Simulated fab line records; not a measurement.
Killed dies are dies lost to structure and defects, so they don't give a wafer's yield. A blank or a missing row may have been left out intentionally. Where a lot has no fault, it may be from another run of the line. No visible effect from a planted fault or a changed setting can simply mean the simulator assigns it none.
Matching of chambers    flow sky130    rie diel-03 running SKY_POLY_GATE_ETCH_16: 4 sister chambers
The step etches Si3N4 in CH3F/O2, stops on poly-Si, time 147.5 s, target depth 75 nm. 8 wafers are shown with their chamber, then 8 later ones without.

## EACH WAFER AND ITS CHAMBER
wafer   chamber  drypump motor current A (A)  rf fwd power W (W)
L929.1  2        6.4                          396.3
L935.4  3        5.8                          399.0
L937.3  0        5.7                          398.2
L937.6  0        5.8                          397.8
L939.2  1        5.5                          399.9
L939.3  2        6.3                          399.1
L939.4  3        5.8                          398.6
L941.1  1        5.5                          398.2

## WAFERS WITHOUT THEIR CHAMBER
wafer   drypump motor current A (A)  rf fwd power W (W)
L941.4  6.3                          397.3
L941.6  5.8                          400.0
L948.1  5.8                          399.1
L948.2  6.4                          398.4
L948.5  5.7                          396.3
L949.4  5.7                          396.8
L949.5  6.4                          399.5
L949.6  5.8                          398.4

## EACH ONE'S CHAMBER
wafer   from the rows above      in truth
L941.4  2                        2
L941.6  can't be placed: 3 or 0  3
L948.1  can't be placed: 3 or 0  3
L948.2  2                        2
L948.5  can't be placed: 0 or 3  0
L949.4  can't be placed: 0 or 3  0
L949.5  2                        2
L949.6  can't be placed: 3 or 0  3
Correct placement for 3 of the 8. Unplaceable from these rows: 5, with the true chamber sitting among the candidates in 5. 0 placed wrongly.
How it was worked out, from the rows above alone: a wafer's distance from a chamber is the root of the sum, over the readings, of the square of ((its reading less the chamber's mean) divided by the reading's scatter). If the next closest chamber is less than 2 further off than the closest, the wafer can't be placed; otherwise it belongs to the closest. Each chamber's mean is taken over the wafers shown for it. How the scatter is found: for the shown wafers, subtract from each reading the mean of its chamber, square and add these, divide the total by (wafers less chambers), then take the root.
